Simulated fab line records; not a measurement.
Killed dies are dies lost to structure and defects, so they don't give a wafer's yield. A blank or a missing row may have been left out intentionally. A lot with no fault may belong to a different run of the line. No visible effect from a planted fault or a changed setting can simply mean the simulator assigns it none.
Which tool is to blame? :: flow sky130 :: 24 lots with 72 wafers sampled at 6 steps, on a route of 708 steps

== WHAT THE GAUGES READ, wafer by wafer ==
SKY_METAL2_CD_MEAS_15: the cd target is 140 nm.
lot: L074
measured: day 35 09:58
on: cdSem-02
cdNm (nm): 142.0 141.2 140.2

lot: L075
measured: day 35 13:28
on: cdSem-01
cdNm (nm): 143.1 142.8 142.5

lot: L076
measured: day 35 15:11
on: cdSem-02
cdNm (nm): 139.4 139.3 139.6

lot: L077
measured: day 36 03:32
on: cdSem-01
cdNm (nm): 141.7 141.5 140.1

lot: L078
measured: day 36 06:21
on: cdSem-02
cdNm (nm): 139.3 136.9 138.8

lot: L079
measured: day 36 12:28
on: cdSem-01
cdNm (nm): 142.3 141.2 141.5

lot: L080
measured: day 36 18:10
on: cdSem-01
cdNm (nm): 141.3 141.8 141.1

lot: L081
measured: day 37 00:38
on: cdSem-02
cdNm (nm): 141.1 141.7 140.5

lot: L082
measured: day 37 14:25
on: cdSem-01
cdNm (nm): 141.3 141.2 140.6

lot: L083
measured: day 37 18:07
on: cdSem-02
cdNm (nm): 142.2 142.1 141.2

lot: L084
measured: day 37 20:20
on: cdSem-01
cdNm (nm): 141.4 140.9 139.1

lot: L085
measured: day 38 09:55
on: cdSem-02
cdNm (nm): 138.2 139.2 138.5

lot: L086
measured: day 38 15:08
on: cdSem-02
cdNm (nm): 137.4 137.6 137.8

lot: L087
measured: day 38 22:22
on: cdSem-01
cdNm (nm): 141.1 140.1 139.5

lot: L088
measured: day 39 15:51
on: cdSem-01
cdNm (nm): 138.7 138.9 139.2

lot: L089
measured: day 39 20:31
on: cdSem-01
cdNm (nm): 138.7 137.7 138.1

lot: L090
measured: day 40 08:59
on: cdSem-02
cdNm (nm): 141.2 140.9 140.0

lot: L091
measured: day 40 17:22
on: cdSem-02
cdNm (nm): 137.3 138.3 137.2

lot: L093
measured: day 40 20:31
on: cdSem-02
cdNm (nm): 141.7 142.6 142.0

lot: L092
measured: day 40 20:52
on: cdSem-01
cdNm (nm): 137.3 139.1 136.4

lot: L094
measured: day 41 00:03
on: cdSem-01
cdNm (nm): 138.6 139.9 138.6

lot: L095
measured: day 42 02:07
on: cdSem-01
cdNm (nm): 139.2 140.0 139.3

lot: L097
measured: day 42 02:36
on: cdSem-01
cdNm (nm): 137.3 136.5 137.1

lot: L096
measured: day 42 09:37
on: cdSem-01
cdNm (nm): 139.5 140.4 141.4

SKY_CAPM_OVL_MEAS_12.
lot: L074
measured: day 37 17:10
on: overlay-02
CAPM_OVL (nm): 0.9 1.5 0.8

lot: L075
measured: day 37 19:37
on: overlay-01
CAPM_OVL (nm): -1.4 -1.7 -2.6

lot: L076
measured: day 37 22:17
on: overlay-02
CAPM_OVL (nm): 1.5 -0.2 1.5

lot: L077
measured: day 38 08:22
on: overlay-02
CAPM_OVL (nm): 1.3 0.3 2.8

lot: L078
measured: day 38 12:20
on: overlay-01
CAPM_OVL (nm): 0.7 1.6 3.0

lot: L079
measured: day 38 18:44
on: overlay-02
CAPM_OVL (nm): 1.9 -1.8 -1.7

lot: L080
measured: day 39 00:02
on: overlay-01
CAPM_OVL (nm): 1.8 1.0 0.0

lot: L081
measured: day 39 06:02
on: overlay-02
CAPM_OVL (nm): 2.1 -0.8 1.1

lot: L082
measured: day 39 18:48
on: overlay-02
CAPM_OVL (nm): 2.2 1.8 0.7

lot: L083
measured: day 39 22:34
on: overlay-02
CAPM_OVL (nm): -0.3 1.4 0.5

lot: L084
measured: day 40 01:10
on: overlay-01
CAPM_OVL (nm): 0.7 1.6 2.2

lot: L085
measured: day 40 14:06
on: overlay-01
CAPM_OVL (nm): -0.2 1.6 0.6

lot: L086
measured: day 41 00:20
on: overlay-01
CAPM_OVL (nm): 1.2 1.6 -0.4

lot: L087
measured: day 41 02:53
on: overlay-02
CAPM_OVL (nm): -1.6 -1.9 -2.3

lot: L088
measured: day 41 20:03
on: overlay-01
CAPM_OVL (nm): 1.3 1.0 2.0

lot: L089
measured: day 41 23:19
on: overlay-01
CAPM_OVL (nm): -0.3 -2.0 -1.3

lot: L090
measured: day 42 11:57
on: overlay-02
CAPM_OVL (nm): 0.6 -2.8 0.2

lot: L091
measured: day 42 20:35
on: overlay-02
CAPM_OVL (nm): -1.5 0.3 0.1

lot: L093
measured: day 42 23:38
on: overlay-01
CAPM_OVL (nm): -1.9 -3.1 -0.7

lot: L092
measured: day 43 00:34
on: overlay-01
CAPM_OVL (nm): -1.4 -2.1 -2.1

lot: L094
measured: day 43 03:40
on: overlay-02
CAPM_OVL (nm): -3.0 -1.3 -2.8

lot: L095
measured: day 44 03:06
on: overlay-02
CAPM_OVL (nm): 2.3 1.1 0.9

lot: L097
measured: day 44 04:17
on: overlay-01
CAPM_OVL (nm): -0.3 -1.0 0.4

lot: L096
measured: day 44 09:23
on: overlay-01
CAPM_OVL (nm): -1.1 -0.5 -0.9

== WHAT TOOL EACH LOT RAN ON (gives the tool, then ch and the chambers of the sampled wafers, and finally the start) ==
lot: L074
SKY_CONTACT_CVD_24: cvdW-01 ch 0,1, day 31 22:03
SKY_METAL2_ETCH_18: rieMetal-01 ch 0,1, day 35 10:07
SKY_VIA2_ETCH_14: rieDiel-04 ch 0,2,3, day 36 13:29
SKY_VIA2_CMP_24: cmp-01 ch 1,2,3, day 36 14:55

lot: L075
SKY_CONTACT_CVD_24: cvdW-02 ch 0,1, day 32 01:16
SKY_METAL2_ETCH_18: rieMetal-04 ch 1, day 35 13:41
SKY_VIA2_ETCH_14: rieDiel-01 ch 0,3, day 36 16:08
SKY_VIA2_CMP_24: cmp-01 ch 0,1,3, day 36 17:18

lot: L076
SKY_CONTACT_CVD_24: cvdW-01 ch 0,1, day 32 04:45
SKY_METAL2_ETCH_18: rieMetal-03 ch 0,1, day 35 15:22
SKY_VIA2_ETCH_14: rieDiel-04 ch 0,3, day 36 18:37
SKY_VIA2_CMP_24: cmp-01 ch 0,2,3, day 36 19:50

lot: L077
SKY_CONTACT_CVD_24: cvdW-02 ch 0,1, day 32 18:38
SKY_METAL2_ETCH_18: rieMetal-03 ch 0,1, day 36 03:43
SKY_VIA2_ETCH_14: rieDiel-03 ch 1,2,3, day 37 05:41
SKY_VIA2_CMP_24: cmp-02 ch 0,1,2, day 37 06:47

lot: L078
SKY_CONTACT_CVD_24: cvdW-02 ch 0,1, day 32 19:47
SKY_METAL2_ETCH_18: rieMetal-01 ch 0,1, day 36 06:32
SKY_VIA2_ETCH_14: rieDiel-04 ch 0,2, day 37 09:23
SKY_VIA2_CMP_24: cmp-02 ch 0,1,3, day 37 10:32

lot: L079
SKY_CONTACT_CVD_24: cvdW-02 ch 0, day 33 01:49
SKY_METAL2_ETCH_18: rieMetal-04 ch 0, day 36 12:41
SKY_VIA2_ETCH_14: rieDiel-04 ch 1,2, day 37 15:05
SKY_VIA2_CMP_24: cmp-02 ch 1,2, day 37 16:11

lot: L080
SKY_CONTACT_CVD_24: cvdW-01 ch 0,1, day 33 07:56
SKY_METAL2_ETCH_18: rieMetal-01 ch 0,1, day 36 18:20
SKY_VIA2_ETCH_14: rieDiel-03 ch 2,3, day 37 21:11
SKY_VIA2_CMP_24: cmp-01 ch 0,1, day 37 22:16

lot: L081
SKY_CONTACT_CVD_24: cvdW-01 ch 0,1, day 33 15:54
SKY_METAL2_ETCH_18: rieMetal-04 ch 0, day 37 00:51
SKY_VIA2_ETCH_14: rieDiel-04 ch 0,2,3, day 38 03:08
SKY_VIA2_CMP_24: cmp-02 ch 0,2,3, day 38 04:20

lot: L082
SKY_CONTACT_CVD_24: cvdW-02 ch 0,1, day 34 03:53
SKY_METAL2_ETCH_18: rieMetal-04 ch 0,1, day 37 14:37
SKY_VIA2_ETCH_14: rieDiel-01 ch 0,3, day 38 16:35
SKY_VIA2_CMP_24: cmp-02 ch 0,2,3, day 38 17:38

lot: L083
SKY_CONTACT_CVD_24: cvdW-02 ch 0,1, day 34 08:10
SKY_METAL2_ETCH_18: rieMetal-01 ch 0,1, day 37 18:17
SKY_VIA2_ETCH_14: rieDiel-03 ch 1,3, day 38 20:53
SKY_VIA2_CMP_24: cmp-02 ch 0,3, day 38 21:57

lot: L084
SKY_CONTACT_CVD_24: cvdW-01 ch 0,1, day 34 10:34
SKY_METAL2_ETCH_18: rieMetal-04 ch 0,1, day 37 20:31
SKY_VIA2_ETCH_14: rieDiel-01 ch 1,2, day 38 23:05
SKY_VIA2_CMP_24: cmp-01 ch 0,1,2, day 39 00:16

lot: L085
SKY_CONTACT_CVD_24: cvdW-02 ch 0,1, day 35 01:59
SKY_METAL2_ETCH_18: rieMetal-04 ch 0,1, day 38 10:07
SKY_VIA2_ETCH_14: rieDiel-04 ch 0,2,3, day 39 12:11
SKY_VIA2_CMP_24: cmp-02 ch 0,1,3, day 39 13:36

lot: L086
SKY_CONTACT_CVD_24: cvdW-01 ch 0,1, day 35 06:08
SKY_METAL2_ETCH_18: rieMetal-01 ch 0,1, day 38 15:19
SKY_VIA2_ETCH_14: rieDiel-03 ch 1,2,3, day 39 17:26
SKY_VIA2_CMP_24: cmp-02 ch 1,2, day 39 18:33

lot: L087
SKY_CONTACT_CVD_24: cvdW-02 ch 0,1, day 35 13:57
SKY_METAL2_ETCH_18: rieMetal-03 ch 0,1, day 38 22:32
SKY_VIA2_ETCH_14: rieDiel-01 ch 0,1,2, day 40 00:23
SKY_VIA2_CMP_24: cmp-02 ch 2,3, day 40 01:38

lot: L088
SKY_CONTACT_CVD_24: cvdW-02 ch 0,1, day 36 08:20
SKY_METAL2_ETCH_18: rieMetal-01 ch 1, day 39 16:05
SKY_VIA2_ETCH_14: rieDiel-01 ch 0,1,2, day 40 18:47
SKY_VIA2_CMP_24: cmp-02 ch 0,1,3, day 40 19:53

lot: L089
SKY_CONTACT_CVD_24: cvdW-02 ch 1, day 36 12:58
SKY_METAL2_ETCH_18: rieMetal-01 ch 1, day 39 20:40
SKY_VIA2_ETCH_14: rieDiel-01 ch 0,2,3, day 40 22:05
SKY_VIA2_CMP_24: cmp-02 ch 0,2,3, day 40 23:16

lot: L090
SKY_CONTACT_CVD_24: cvdW-01 ch 0,1, day 37 02:49
SKY_METAL2_ETCH_18: rieMetal-03 ch 0,1, day 40 09:10
SKY_VIA2_ETCH_14: rieDiel-03 ch 1,2, day 41 10:17
SKY_VIA2_CMP_24: cmp-01 ch 0,1, day 41 11:23

lot: L091
SKY_CONTACT_CVD_24: cvdW-02 ch 0,1, day 37 09:22
SKY_METAL2_ETCH_18: rieMetal-03 ch 0,1, day 40 17:34
SKY_VIA2_ETCH_14: rieDiel-03 ch 0,3, day 41 19:56
SKY_VIA2_CMP_24: cmp-02 ch 0,2,3, day 41 21:03

lot: L093
SKY_CONTACT_CVD_24: cvdW-01 ch 0,1, day 37 15:01
SKY_METAL2_ETCH_18: rieMetal-01 ch 0,1, day 40 20:43
SKY_VIA2_ETCH_14: rieDiel-03 ch 0,2,3, day 41 21:52
SKY_VIA2_CMP_24: cmp-02 ch 0,2, day 41 23:02

lot: L092
SKY_CONTACT_CVD_24: cvdW-02 ch 0,1, day 37 15:16
SKY_METAL2_ETCH_18: rieMetal-03 ch 0,1, day 40 21:04
SKY_VIA2_ETCH_14: rieDiel-03 ch 0,2,3, day 41 22:50
SKY_VIA2_CMP_24: cmp-02 ch 0,1,3, day 42 00:01

lot: L094
SKY_CONTACT_CVD_24: cvdW-01 ch 0,1, day 37 17:45
SKY_METAL2_ETCH_18: rieMetal-01 ch 1, day 41 00:14
SKY_VIA2_ETCH_14: rieDiel-04 ch 1,2,3, day 42 02:08
SKY_VIA2_CMP_24: cmp-02 ch 0,2,3, day 42 03:34

lot: L095
SKY_CONTACT_CVD_24: cvdW-01 ch 0,1, day 38 21:04
SKY_METAL2_ETCH_18: rieMetal-04 ch 0,1, day 42 02:17
SKY_VIA2_ETCH_14: rieDiel-03 ch 1,3, day 43 03:02
SKY_VIA2_CMP_24: cmp-01 ch 2,3, day 43 04:33

lot: L097
SKY_CONTACT_CVD_24: cvdW-01 ch 0,1, day 38 22:19
SKY_METAL2_ETCH_18: rieMetal-01 ch 0,1, day 42 02:47
SKY_VIA2_ETCH_14: rieDiel-03 ch 2,3, day 43 04:11
SKY_VIA2_CMP_24: cmp-01 ch 1,2,3, day 43 05:20

lot: L096
SKY_CONTACT_CVD_24: cvdW-01 ch 0,1, day 39 06:21
SKY_METAL2_ETCH_18: rieMetal-03 ch 0,1, day 42 09:47
SKY_VIA2_ETCH_14: rieDiel-04 ch 2,3, day 43 09:47
SKY_VIA2_CMP_24: cmp-01 ch 0,1,3, day 43 11:00
- SKY_CONTACT_CVD_24: deposits W, target thk 340 nm, time 102.12 s.
- SKY_METAL2_ETCH_18: etches BARC in N2/H2, stops on SiO2, time 45.9 s, target depth 60 nm.
- SKY_VIA2_ETCH_14: etches BARC in N2/H2, stops on SiO2, time 47.49 s, target depth 60 nm.
- SKY_VIA2_CMP_24: polishes, stops on SiO2, t overpolish 20 s, target thk 0 nm.

== AS READ BY THE TOOLS THEMSELVES (means over the sampled wafers that have a number; for cases with no such wafer, the mark the record gives instead) ==
SKY_CONTACT_CVD_24.
lot: L074
tool: cvdW-01
heaterPowerW (W): 849

lot: L075
tool: cvdW-02
heaterPowerW (W): 880

lot: L076
tool: cvdW-01
heaterPowerW (W): 842

lot: L077
tool: cvdW-02
heaterPowerW (W): 885

lot: L078
tool: cvdW-02
heaterPowerW (W): 876

lot: L079
tool: cvdW-02
heaterPowerW (W): 893

lot: L080
tool: cvdW-01
heaterPowerW (W): 843

lot: L081
tool: cvdW-01
heaterPowerW (W): 871

lot: L082
tool: cvdW-02
heaterPowerW (W): 882

lot: L083
tool: cvdW-02
heaterPowerW (W): 881

lot: L084
tool: cvdW-01
heaterPowerW (W): 847

lot: L085
tool: cvdW-02
heaterPowerW (W): 879

lot: L086
tool: cvdW-01
heaterPowerW (W): 848

lot: L087
tool: cvdW-02
heaterPowerW (W): 868

lot: L088
tool: cvdW-02
heaterPowerW (W): 880

lot: L089
tool: cvdW-02
heaterPowerW (W): 877

lot: L090
tool: cvdW-01
heaterPowerW (W): 864

lot: L091
tool: cvdW-02
heaterPowerW (W): 893

lot: L093
tool: cvdW-01
heaterPowerW (W): 856

lot: L092
tool: cvdW-02
heaterPowerW (W): 883

lot: L094
tool: cvdW-01
heaterPowerW (W): 869

lot: L095
tool: cvdW-01
heaterPowerW (W): 849

lot: L097
tool: cvdW-01
heaterPowerW (W): 867

lot: L096
tool: cvdW-01
heaterPowerW (W): 852

SKY_METAL2_ETCH_18.
lot: L074
tool: rieMetal-01
drypumpMotorCurrentA (A): 5.4
h2FlowSccm (sccm): 199.4
oesProductAu (a.u.): 0.853
throttleValvePct (%): 13.227

lot: L075
tool: rieMetal-04
drypumpMotorCurrentA (A): 6.0
h2FlowSccm (sccm): 200.4
oesProductAu (a.u.): 0.852
throttleValvePct (%): 13.227

lot: L076
tool: rieMetal-03
drypumpMotorCurrentA (A): 5.7
h2FlowSccm (sccm): 199.9
oesProductAu (a.u.): 0.857
throttleValvePct (%): 13.220

lot: L077
tool: rieMetal-03
drypumpMotorCurrentA (A): 5.8
h2FlowSccm (sccm): 199.7
oesProductAu (a.u.): 0.849
throttleValvePct (%): 13.219

lot: L078
tool: rieMetal-01
drypumpMotorCurrentA (A): 5.4
h2FlowSccm (sccm): 200.5
oesProductAu (a.u.): 0.854
throttleValvePct (%): 13.220

lot: L079
tool: rieMetal-04
drypumpMotorCurrentA (A): 6.3
h2FlowSccm (sccm): 200.8
oesProductAu (a.u.): 0.856
throttleValvePct (%): 13.216

lot: L080
tool: rieMetal-01
drypumpMotorCurrentA (A): 5.3
h2FlowSccm (sccm): 199.9
oesProductAu (a.u.): 0.856
throttleValvePct (%): 13.230

lot: L081
tool: rieMetal-04
drypumpMotorCurrentA (A): 6.3
h2FlowSccm (sccm): 200.1
oesProductAu (a.u.): 0.853
throttleValvePct (%): 13.212

lot: L082
tool: rieMetal-04
drypumpMotorCurrentA (A): 6.2
h2FlowSccm (sccm): 199.0
oesProductAu (a.u.): 0.858
throttleValvePct (%): 13.223

lot: L083
tool: rieMetal-01
drypumpMotorCurrentA (A): 5.3
h2FlowSccm (sccm): 199.3
oesProductAu (a.u.): 0.856
throttleValvePct (%): 13.226

lot: L084
tool: rieMetal-04
drypumpMotorCurrentA (A): 6.2
h2FlowSccm (sccm): 200.3
oesProductAu (a.u.): 0.848
throttleValvePct (%): 13.220

lot: L085
tool: rieMetal-04
drypumpMotorCurrentA (A): 6.1
h2FlowSccm (sccm): 200.4
oesProductAu (a.u.): 0.853
throttleValvePct (%): 13.222

lot: L086
tool: rieMetal-01
drypumpMotorCurrentA (A): 5.4
h2FlowSccm (sccm): 200.3
oesProductAu (a.u.): 0.856
throttleValvePct (%): 13.223

lot: L087
tool: rieMetal-03
drypumpMotorCurrentA (A): 6.1
h2FlowSccm (sccm): 199.6
oesProductAu (a.u.): 0.856
throttleValvePct (%): 13.222

lot: L088
tool: rieMetal-01
drypumpMotorCurrentA (A): 5.3
h2FlowSccm (sccm): 200.0
oesProductAu (a.u.): 0.854
throttleValvePct (%): 13.223

lot: L089
tool: rieMetal-01
drypumpMotorCurrentA (A): 5.3
h2FlowSccm (sccm): 200.5
oesProductAu (a.u.): 0.855
throttleValvePct (%): 13.218

lot: L090
tool: rieMetal-03
drypumpMotorCurrentA (A): 5.7
h2FlowSccm (sccm): 199.9
oesProductAu (a.u.): 0.851
throttleValvePct (%): 13.221

lot: L091
tool: rieMetal-03
drypumpMotorCurrentA (A): 5.7
h2FlowSccm (sccm): 199.9
oesProductAu (a.u.): 0.851
throttleValvePct (%): 13.225

lot: L093
tool: rieMetal-01
drypumpMotorCurrentA (A): 5.4
h2FlowSccm (sccm): 199.8
oesProductAu (a.u.): 0.860
throttleValvePct (%): 13.222

lot: L092
tool: rieMetal-03
drypumpMotorCurrentA (A): 6.1
h2FlowSccm (sccm): 200.2
oesProductAu (a.u.): 0.857
throttleValvePct (%): 13.228

lot: L094
tool: rieMetal-01
drypumpMotorCurrentA (A): 5.3
h2FlowSccm (sccm): 200.1
oesProductAu (a.u.): 0.857
throttleValvePct (%): 13.221

lot: L095
tool: rieMetal-04
drypumpMotorCurrentA (A): 6.1
h2FlowSccm (sccm): 200.4
oesProductAu (a.u.): 0.857
throttleValvePct (%): 13.224

lot: L097
tool: rieMetal-01
drypumpMotorCurrentA (A): 5.3
h2FlowSccm (sccm): 200.4
oesProductAu (a.u.): 0.857
throttleValvePct (%): 13.226

lot: L096
tool: rieMetal-03
drypumpMotorCurrentA (A): 5.7
h2FlowSccm (sccm): 200.8
oesProductAu (a.u.): 0.856
throttleValvePct (%): 13.225

SKY_VIA2_ETCH_14.
lot: L074
tool: rieDiel-04
drypumpMotorCurrentA (A): 5.8
h2FlowSccm (sccm): 200.4
oesProductAu (a.u.): 0.847
throttleValvePct (%): 13.221

lot: L075
tool: rieDiel-01
drypumpMotorCurrentA (A): 6.3
h2FlowSccm (sccm): 199.6
oesProductAu (a.u.): 0.845
throttleValvePct (%): 13.222

lot: L076
tool: rieDiel-04
drypumpMotorCurrentA (A): 5.8
h2FlowSccm (sccm): 199.7
oesProductAu (a.u.): 0.846
throttleValvePct (%): 13.227

lot: L077
tool: rieDiel-03
drypumpMotorCurrentA (A): 5.4
h2FlowSccm (sccm): 199.6
oesProductAu (a.u.): 0.844
throttleValvePct (%): 13.223

lot: L078
tool: rieDiel-04
drypumpMotorCurrentA (A): 5.8
h2FlowSccm (sccm): 199.7
oesProductAu (a.u.): 0.847
throttleValvePct (%): 13.211

lot: L079
tool: rieDiel-04
drypumpMotorCurrentA (A): 6.2
h2FlowSccm (sccm): 200.2
oesProductAu (a.u.): 0.842
throttleValvePct (%): 13.229

lot: L080
tool: rieDiel-03
drypumpMotorCurrentA (A): 5.3
h2FlowSccm (sccm): 200.0
oesProductAu (a.u.): 0.851
throttleValvePct (%): 13.215

lot: L081
tool: rieDiel-04
drypumpMotorCurrentA (A): 5.8
h2FlowSccm (sccm): 200.1
oesProductAu (a.u.): 0.847
throttleValvePct (%): 13.218

lot: L082
tool: rieDiel-01
drypumpMotorCurrentA (A): 6.3
h2FlowSccm (sccm): 200.2
oesProductAu (a.u.): 0.844
throttleValvePct (%): 13.226

lot: L083
tool: rieDiel-03
drypumpMotorCurrentA (A): 5.5
h2FlowSccm (sccm): 200.1
oesProductAu (a.u.): 0.846
throttleValvePct (%): 13.228

lot: L084
tool: rieDiel-01
drypumpMotorCurrentA (A): 6.0
h2FlowSccm (sccm): 199.6
oesProductAu (a.u.): 0.844
throttleValvePct (%): 13.231

lot: L085
tool: rieDiel-04
drypumpMotorCurrentA (A): 5.8
h2FlowSccm (sccm): 199.9
oesProductAu (a.u.): 0.846
throttleValvePct (%): 13.222

lot: L086
tool: rieDiel-03
drypumpMotorCurrentA (A): 5.4
h2FlowSccm (sccm): 200.0
oesProductAu (a.u.): 0.852
throttleValvePct (%): 13.225

lot: L087
tool: rieDiel-01
drypumpMotorCurrentA (A): 6.0
h2FlowSccm (sccm): 199.8
oesProductAu (a.u.): 0.850
throttleValvePct (%): 13.224

lot: L088
tool: rieDiel-01
drypumpMotorCurrentA (A): 6.0
h2FlowSccm (sccm): 200.6
oesProductAu (a.u.): 0.841
throttleValvePct (%): 13.213

lot: L089
tool: rieDiel-01
drypumpMotorCurrentA (A): 6.3
h2FlowSccm (sccm): 200.5
oesProductAu (a.u.): 0.850
throttleValvePct (%): 13.223

lot: L090
tool: rieDiel-03
drypumpMotorCurrentA (A): 5.2
h2FlowSccm (sccm): 200.3
oesProductAu (a.u.): 0.847
throttleValvePct (%): 13.228

lot: L091
tool: rieDiel-03
drypumpMotorCurrentA (A): 5.8
h2FlowSccm (sccm): 199.9
oesProductAu (a.u.): 0.848
throttleValvePct (%): 13.222

lot: L093
tool: rieDiel-03
drypumpMotorCurrentA (A): 5.5
h2FlowSccm (sccm): 199.8
oesProductAu (a.u.): 0.846
throttleValvePct (%): 13.217

lot: L092
tool: rieDiel-03
drypumpMotorCurrentA (A): 5.5
h2FlowSccm (sccm): 199.2
oesProductAu (a.u.): 0.845
throttleValvePct (%): 13.226

lot: L094
tool: rieDiel-04
drypumpMotorCurrentA (A): 5.9
h2FlowSccm (sccm): 199.6
oesProductAu (a.u.): 0.845
throttleValvePct (%): 13.221

lot: L095
tool: rieDiel-03
drypumpMotorCurrentA (A): 5.5
h2FlowSccm (sccm): 200.0
oesProductAu (a.u.): 0.846
throttleValvePct (%): 13.229

lot: L097
tool: rieDiel-03
drypumpMotorCurrentA (A): 5.6
h2FlowSccm (sccm): 199.2
oesProductAu (a.u.): 0.848
throttleValvePct (%): 13.222

lot: L096
tool: rieDiel-04
drypumpMotorCurrentA (A): 5.6
h2FlowSccm (sccm): 200.1
oesProductAu (a.u.): 0.847
throttleValvePct (%): 13.217

SKY_VIA2_CMP_24.
lot: L074
tool: cmp-01
motorCurrentA (A): 12.4
overpolishRunS (s): 19.998
timeToEndpointS (s): 101

lot: L075
tool: cmp-01
motorCurrentA (A): 11.9
overpolishRunS (s): 19.998
timeToEndpointS (s): 101

lot: L076
tool: cmp-01
motorCurrentA (A): 11.9
overpolishRunS (s): 20.011
timeToEndpointS (s): 99

lot: L077
tool: cmp-02
motorCurrentA (A): 11.1
overpolishRunS (s): 19.988
timeToEndpointS (s): 105

lot: L078
tool: cmp-02
motorCurrentA (A): 10.7
overpolishRunS (s): 20.003
timeToEndpointS (s): 103

lot: L079
tool: cmp-02
motorCurrentA (A): 11.9
overpolishRunS (s): 19.992
timeToEndpointS (s): 105

lot: L080
tool: cmp-01
motorCurrentA (A): 12.2
overpolishRunS (s): 19.989
timeToEndpointS (s): 98

lot: L081
tool: cmp-02
motorCurrentA (A): 11.1
overpolishRunS (s): 19.997
timeToEndpointS (s): 109

lot: L082
tool: cmp-02
motorCurrentA (A): 10.9
overpolishRunS (s): 20.005
timeToEndpointS (s): 109

lot: L083
tool: cmp-02
motorCurrentA (A): 10.1
overpolishRunS (s): 20.008
timeToEndpointS (s): 106

lot: L084
tool: cmp-01
motorCurrentA (A): 12.4
overpolishRunS (s): 20.003
timeToEndpointS (s): 99

lot: L085
tool: cmp-02
motorCurrentA (A): 10.5
overpolishRunS (s): 20.004
timeToEndpointS (s): 105

lot: L086
tool: cmp-02
motorCurrentA (A): 12.0
overpolishRunS (s): 20.007
timeToEndpointS (s): 105

lot: L087
tool: cmp-02
motorCurrentA (A): 10.9
overpolishRunS (s): 19.996
timeToEndpointS (s): 105

lot: L088
tool: cmp-02
motorCurrentA (A): 11.1
overpolishRunS (s): 19.997
timeToEndpointS (s): 104

lot: L089
tool: cmp-02
motorCurrentA (A): 11.0
overpolishRunS (s): 20.009
timeToEndpointS (s): 99

lot: L090
tool: cmp-01
motorCurrentA (A): 11.7
overpolishRunS (s): 19.999
timeToEndpointS (s): 99

lot: L091
tool: cmp-02
motorCurrentA (A): 11.2
overpolishRunS (s): 19.993
timeToEndpointS (s): 96

lot: L093
tool: cmp-02
motorCurrentA (A): 11.6
overpolishRunS (s): 20.003
timeToEndpointS (s): 101

lot: L092
tool: cmp-02
motorCurrentA (A): 11.1
overpolishRunS (s): 19.989
timeToEndpointS (s): 99

lot: L094
tool: cmp-02
motorCurrentA (A): 10.8
overpolishRunS (s): 19.996
timeToEndpointS (s): 98

lot: L095
tool: cmp-01
motorCurrentA (A): 11.8
overpolishRunS (s): 20.003
timeToEndpointS (s): 102

lot: L097
tool: cmp-01
motorCurrentA (A): 12.0
overpolishRunS (s): 19.999
timeToEndpointS (s): 106

lot: L096
tool: cmp-01
motorCurrentA (A): 11.5
overpolishRunS (s): 19.999
timeToEndpointS (s): 104

== THE ANSWER, worked out from the rows above alone ==
Rule: the lots themselves supply what counts as usual. Put in order of their means at a reading, lots are off if they are a third of the lots or fewer, leave a main group of 4 or more, and stand apart from it by a gap of 3 or more times the standard deviation of the main group's means; of several such gaps the widest counts. The tables above print the reading to a certain number of digits; a main group whose means all agree to those digits is not used. Also off: a lot with no number at a reading for which 4 or more lots have one. The other lots that the step has rows for count as sound. After the gauges, taken in route order, come the tools' own readings; for these a lot's mean is taken, as printed above. The first step at which some lot is off is used, and at that step the reading that is off furthest; a lot without a number counts as furthest.
No lot is off on any of the readings shown, so nothing can be concluded from this.

== WHAT HAD BEEN PUT IN BY THE SIMULATOR ==
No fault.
